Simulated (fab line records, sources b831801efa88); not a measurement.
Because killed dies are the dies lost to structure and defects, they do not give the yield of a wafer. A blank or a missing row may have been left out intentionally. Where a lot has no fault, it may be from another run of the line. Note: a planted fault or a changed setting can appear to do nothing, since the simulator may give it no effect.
Chamber matching | flow sky130 | SKY_METAL3_ETCH_17 on rie diel-01 has 4 sister chambers
The step etches SiO2 in C4F8/O2/Ar, stops on TiN, time 3.9 s, target depth 15 nm. 18 wafers are shown with their chamber, then 9 later ones without.

## WAFERS PAIRED WITH THEIR CHAMBERS
wafer  | chamber | oes product au (a.u.)
L479.1 | 3       | 0.748
L479.2 | 1       | 0.749
L479.4 | 0       | 0.753
L480.3 | 2       | 0.750
L480.4 | 3       | 0.758
L480.5 | 1       | 0.763
L483.2 | 3       | 0.754
L483.3 | 2       | 0.755
L483.4 | 0       | 0.758
L488.1 | 0       | 0.746
L488.3 | 3       | 0.746
L488.5 | 3       | 0.749
L490.1 | 0       | 0.745
L490.3 | 1       | 0.753
L490.5 | 0       | 0.772
L496.1 | 2       | 0.742
L496.2 | 0       | 0.741
L496.4 | 1       | 0.758

SIGNATURES (means of the wafers above)
reading        | chamber 0 | chamber 1 | chamber 2 | chamber 3 | scatter within a chamber
oes product au | 0.75250   | 0.75575   | 0.74900   | 0.75100   | 0.00817
Rule: for a wafer and a chamber, the distance is found by dividing, reading by reading, the gap between the wafer's reading and the chamber's mean by the reading's scatter, squaring, summing and taking the root. The wafer belongs to the nearest chamber; if the next one is less than 2 further off, it can't be placed. The scatter: take each reading less its chamber's mean, square it, sum over the shown wafers, divide by the number of wafers less the number of chambers, and take the root.

## WAFERS WHOSE CHAMBER IS MISSING
wafer  | oes product au (a.u.)
L498.2 | 0.744
L498.3 | 0.736
L498.4 | 0.747
L501.4 | 0.763
L501.5 | 0.750
L501.6 | 0.753
L502.1 | 0.746
L502.3 | 0.749
L502.4 | 0.747

## WHICH CHAMBER EACH WENT THROUGH
wafer  | from the rows above               | in truth
L498.2 | can't be placed: 2 or 3 or 0 or 1 | 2
L498.3 | can't be placed: 2 or 3 or 0 or 1 | 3
L498.4 | can't be placed: 2 or 3 or 0 or 1 | 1
L501.4 | can't be placed: 1 or 0 or 3 or 2 | 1
L501.5 | can't be placed: 2 or 3 or 0 or 1 | 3
L501.6 | can't be placed: 0 or 3 or 1 or 2 | 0
L502.1 | can't be placed: 2 or 3 or 0 or 1 | 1
L502.3 | can't be placed: 2 or 3 or 0 or 1 | 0
L502.4 | can't be placed: 2 or 3 or 0 or 1 | 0
Correct placement for 0 of the 9. Unplaceable from these rows: 9, with the true chamber sitting among the candidates in 9. 0 placed wrongly.
